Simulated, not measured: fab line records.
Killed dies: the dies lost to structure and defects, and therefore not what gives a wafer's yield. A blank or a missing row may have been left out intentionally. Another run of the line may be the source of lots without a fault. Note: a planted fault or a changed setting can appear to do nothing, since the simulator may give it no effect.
2 desks, one fault | flow sky130 | every desk sees just its own numbers, and what lay behind them comes last

== METROLOGY DESK ==
Means of the sampled wafers that have a number, per lot and without regard to the tool the lot ran on: this is what the gauges read. If a lot's mean is further than 4 standard deviations from the usual mean, the lot is out of limits and carries the mark OUT (the distance appears in the brackets).
Columns: A = POLY_GATE_OVL at SKY_POLY_GATE_OVL_MEAS_14, usual 0 nm; B = METAL2_ALCU_RS at SKY_METAL2_RS_MEAS_05, usual 0.1271 ohm/sq; C = METAL2_ALCU_THK at SKY_METAL2_THK_MEAS_06, usual 248.6 nm
lot  | first seen here | A  | B                 | C
L505 | day 16 10:05    | 4  | 0.1260            | 251.1
L508 | day 17 10:20    | 2  | 0.1277            | 249.1
L509 | day 17 17:11    | 3  | 0.1267            | 250.4
L510 | day 18 21:23    | -2 | 0.1264            | 249.2
L511 | day 18 22:06    | -7 | 0.1262            | 250.8
L520 | day 22 02:05    | 4  | 0.1168 (-9.4) OUT | 264.0 (+6.2) OUT
L521 | day 22 08:40    | -6 | 0.1205 (-6.0) OUT | 258.9 (+4.1) OUT
L524 | day 23 09:08    | 5  | 0.1278            | 249.7
L527 | day 24 15:42    | -3 | 0.1266            | 249.4
L528 | day 25 01:25    | 4  | 0.1270            | 246.6
This desk finds L520, L521 out of limits, with the earliest case on L520 at day 38 23:25 (METAL2_ALCU_RS at SKY_METAL2_RS_MEAS_05). In limits: L505, L508, L509, L510, L511, L524, L527, L528.

== THE TOOL OWNER'S DESK: pvdSputter-04 ==
The tool's own readings at SKY_METAL2_SPUTTER_02 (material AlCu, target thk 250 nm, time 13.3 s): means of the sampled wafers that have a number, for each lot that ran on this tool. If a lot's mean is further than 4 standard deviations from the usual mean, the lot is out of limits and carries the mark OUT (the distance appears in the brackets).
Columns: A = chamberPressurePa at SKY_METAL2_SPUTTER_02, usual 0.4002 Pa; B = throttleValvePct at SKY_METAL2_SPUTTER_02, usual 29.8 %
lot  | first seen here | A                        | B
L505 | day 33 23:05    | 0.4001                   | 30.2
L510 | day 36 06:36    | 0.4010                   | 30.5
L511 | day 36 09:58    | 0.4002                   | 29.4
L520 | day 38 23:19    | 0.2774 (-99 or more) OUT | 37.8 (+11) OUT
L521 | day 39 01:22    | 0.3384 (-69) OUT         | 33.8 (+5.5) OUT
Finding of this desk: L520, L521 out of limits; the first was L520 at day 38 23:19, on chamberPressurePa at SKY_METAL2_SPUTTER_02. In limits: L505, L510, L511.

== BROUGHT TOGETHER ==
The tool owner's desk had the chance to raise an alarm at day 38 23:19 on L520, L521.
At day 38 23:25 the metrology desk could have sounded an alarm, on L520, L521.
On pvdSputter-04, each named lot ran SKY_METAL2_SPUTTER_02.

== WHAT HAD BEEN PUT IN BY THE SIMULATOR ==
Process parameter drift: pvdSputter-04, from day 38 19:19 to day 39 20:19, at SKY_METAL2_SPUTTER_02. The setting chamberPressurePa was moved by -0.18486, starting from 0.4. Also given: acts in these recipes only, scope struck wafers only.
Shown lots that were struck: L520, L521.
Fault start to first reading out of limits, in hours, per desk: tool owner, 4; metrology, 4.
